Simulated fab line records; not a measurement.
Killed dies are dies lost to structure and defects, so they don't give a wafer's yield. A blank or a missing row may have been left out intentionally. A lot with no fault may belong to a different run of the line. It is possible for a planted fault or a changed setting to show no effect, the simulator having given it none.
Which of the tools did it?	flow sky130	Sampling: 11 lots, 33 wafers, 3 of 708 route steps

## WHAT THE GAUGES SHOWED, per wafer
SKY_VT_ADJUST_PCH_TW_MEAS_10. Usual: VT_ADJUST_PCH_TW gives 142.6 (standard deviation 0.85).
lot	measured	on	VT_ADJUST_PCH_TW	flag
L479	day 10 07:07	film metro-01	141.1 141.8 141.2	
L484	day 12 04:07	film metro-01	142.3 142.6 143.2	
L486	day 13 03:33	film metro-01	143.0 143.2 144.1	
L487	day 13 14:43	film metro-04	142.6 142.5 141.9	
L488	day 13 20:13	film metro-02	140.8 141.1 141.0	
L489	day 14 10:14	film metro-01	143.3 143.9 143.8	
L491	day 14 12:57	film metro-04	141.2 142.5 142.8	
L492	day 14 18:54	film metro-01	143.5 143.2 144.2	
L497	day 16 06:12	film metro-01	142.7 143.1 142.9	
L500	day 17 05:04	film metro-01	143.3 143.7 143.4	
L502	day 18 00:46	film metro-01	143.3 142.5 143.1	

## TOOL THAT RAN EACH LOT (tool first, then ch and the chambers of the sampled wafers, then the start)
lot	SKY_VT_ADJUST_HVTR_STRIP_10	SKY_VT_ADJUST_PCH_STRIP_09
L479	plasma asher-01 ch 0,1, day 9 08:40	plasma asher-04 ch 0,1, day 10 07:01
L484	plasma asher-04 ch 0,1, day 11 03:22	plasma asher-03 ch 0,1, day 12 04:01
L486	plasma asher-02 ch 0,1, day 12 02:10	plasma asher-02 ch 0,1, day 13 03:27
L487	plasma asher-04 ch 0,1, day 12 12:42	plasma asher-03 ch 0,1, day 13 14:37
L488	plasma asher-02 ch 0,1, day 12 19:02	plasma asher-02 ch 0,1, day 13 20:08
L489	plasma asher-01 ch 0,1, day 13 08:00	plasma asher-02 ch 0,1, day 14 10:10
L491	plasma asher-01 ch 0,1, day 13 10:10	plasma asher-04 ch 0,1, day 14 12:51
L492	plasma asher-04 ch 0,1, day 13 15:37	plasma asher-03 ch 0,1, day 14 18:48
L497	plasma asher-02 ch 0,1, day 15 02:13	plasma asher-04 ch 0,1, day 16 06:06
L500	plasma asher-04 ch 1, day 16 00:28	plasma asher-04 ch 1, day 17 04:57
L502	plasma asher-04 ch 0,1, day 16 19:49	plasma asher-02 ch 0, day 18 00:39
- SKY_VT_ADJUST_HVTR_STRIP_10: strips in O2/N2.
- SKY_VT_ADJUST_PCH_STRIP_09: strips in O2/N2.

## AS READ BY THE TOOLS THEMSELVES (means over the sampled wafers that have a number; for cases with no such wafer, the mark the record gives instead)
SKY_VT_ADJUST_HVTR_STRIP_10. Usual: drypump motor current A 5.7 A, standard deviation 0.34; oes product au 0.716 a.u., standard deviation 0.0045; strip time to endpoint s 14.18 s, standard deviation 0.048.
lot	tool	drypump motor current A (A)	oes product au (a.u.)	strip time to endpoint s (s)	flag
L479	plasma asher-01	5.8	0.714	14.10	
L484	plasma asher-04	5.5	0.715	14.21	
L486	plasma asher-02	6.0	0.713	14.22	
L487	plasma asher-04	5.6	0.711	14.15	
L488	plasma asher-02	6.0	0.716	14.09	
L489	plasma asher-01	6.0	0.715	14.23	
L491	plasma asher-01	5.8	0.711	14.23	
L492	plasma asher-04	5.6	0.715	14.14	
L497	plasma asher-02	5.9	0.716	14.14	
L500	plasma asher-04	5.3	0.720	14.23	
L502	plasma asher-04	5.7	0.718	14.18	

SKY_VT_ADJUST_PCH_STRIP_09. Usual: drypump motor current A 5.6 A, standard deviation 0.4; oes product au 0.723 a.u., standard deviation 0.0043; strip time to endpoint s 36.98 s, standard deviation 0.13.
lot	tool	drypump motor current A (A)	oes product au (a.u.)	strip time to endpoint s (s)	flag
L479	plasma asher-04	5.5	0.721	37.02	
L484	plasma asher-03	5.3	0.722	36.97	
L486	plasma asher-02	5.7	0.721	36.86	
L487	plasma asher-03	5.6	0.724	36.97	
L488	plasma asher-02	5.9	0.721	37.23	
L489	plasma asher-02	5.7	0.721	37.05	
L491	plasma asher-04	5.5	0.718	37.10	
L492	plasma asher-03	5.3	0.725	36.77	
L497	plasma asher-04	5.6	0.728	37.02	
L500	plasma asher-04	5.3	0.720	37.03	
L502	plasma asher-02	6.2	0.724	37.10	

## THE ANSWER, worked out from the rows above alone
Rule: a lot is off if the mean of its wafers that have a number lies more than 3 standard deviations from the usual mean. A lot without any number at a reading at which 4 lots or more have one is off too. Where the step has rows for the other lots, those lots are counted as sound. After the gauges, taken in route order, come the tools' own readings; for these a lot's mean is taken, as printed above. At the first step where some lot is off, the reading lying furthest off is the one used; lots without a number count as furthest.
Across all readings shown, no lot is off: no conclusion can be drawn from this.

## WHAT THE SIMULATOR HAD PUT IN
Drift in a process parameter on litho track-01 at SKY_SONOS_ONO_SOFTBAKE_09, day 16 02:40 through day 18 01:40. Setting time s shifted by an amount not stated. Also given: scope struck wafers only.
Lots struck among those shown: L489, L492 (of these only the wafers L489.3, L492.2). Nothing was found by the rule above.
